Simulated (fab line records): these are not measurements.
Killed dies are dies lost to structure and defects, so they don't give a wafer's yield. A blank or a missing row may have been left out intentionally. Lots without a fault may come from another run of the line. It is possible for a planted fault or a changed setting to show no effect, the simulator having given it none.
2 desks, one fault ; flow gf180mcu ; only its own numbers are on each desk; what lay behind them is given at the end

THE TOOL OWNER'S DESK: pvd-sputter-03
The tool's own readings at GF_MIM_SPUTTER_08 (material AlCu, target thk 200 nm, time 10.6 s): means of the sampled wafers that have a number, for each lot that ran on this tool. If a lot's mean is further than 4 standard deviations from the usual mean, the lot is out of limits and carries the mark OUT (the distance appears in the brackets).
Columns: A = cathode-dc-power-W at GF_MIM_SPUTTER_08, usual 10600 W; B = throttle-valve-pct at GF_MIM_SPUTTER_08, usual 29.5 %
lot;first seen here;A;B
L513;day 25 22:29;10600;29.2
L515;day 26 20:14;10600;29.2
L516;day 27 01:55;10599;29.2
L518;day 27 15:53;10602;29.1
L519;day 28 01:14;10601;29.0
L521;day 28 06:35;10969 (+99 or more) OUT;29.2
L526;day 29 20:37;10971 (+99 or more) OUT;29.1
This desk's verdict: out of limits on L521, L526, starting with L521 at day 28 06:35 (cathode-dc-power-W at GF_MIM_SPUTTER_08). In limits: L513, L515, L516, L518, L519.

METROLOGY DESK
Lot by lot, what the gauges showed, no matter which tool ran the lot: averages of those sampled wafers that carry a number. If a lot's mean is further than 4 standard deviations from the usual mean, the lot is out of limits and carries the mark OUT (the distance appears in the brackets).
Columns: A = MIM_ALCU_RS at GF_MIM_RS_MEAS_10, usual 0.1601 ohm/sq; B = MIM_ALCU_THK at GF_MIM_THK_MEAS_11, usual 196.6 nm; C = M5_OVL at GF_M5_OVL_MEAS_08, usual -2 nm
lot;first seen here;A;B;C
L512;day 25 17:49;0.1579;198.0;1
L513;day 25 22:32;0.1588;196.8;-2
L515;day 26 20:20;0.1605;196.0;-0
L516;day 27 01:59;0.1613;194.3;-6
L517;day 27 07:22;0.1605;196.5;-3
L518;day 27 15:57;0.1600;197.8;-1
L519;day 28 01:19;0.1594;196.1;-4
L521;day 28 06:41;0.1545;201.9;1
L526;day 29 20:40;0.1544;205.7 (+4.3) OUT;3
L530;day 30 21:20;0.1602;195.2;0
L531;day 31 07:10;0.1577;201.8;-12
This desk finds L526 out of limits, with the earliest case on L526 at day 29 20:47 (MIM_ALCU_THK at GF_MIM_THK_MEAS_11). In limits: L512, L513, L515, L516, L517, L518, L519, L521, L530, L531.

BROUGHT TOGETHER
At day 28 06:35, on L521, L526, the tool owner's desk was in a position to raise an alarm.
An alarm was possible from the metrology desk at day 29 20:47, on L526.
The metrology desk holds a record of L521, inside its limits.
The lots listed all ran GF_MIM_SPUTTER_08 on pvd-sputter-03.

WHAT HAD BEEN PUT IN BY THE SIMULATOR
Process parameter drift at GF_MIM_SPUTTER_08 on pvd-sputter-03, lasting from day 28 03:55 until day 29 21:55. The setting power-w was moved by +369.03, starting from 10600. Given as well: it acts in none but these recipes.
Struck lots among those shown: L521, L526.
Counting hours from when the fault started, the first reading out of limits came at 3 for the tool owner's desk and at 41 for the metrology desk.
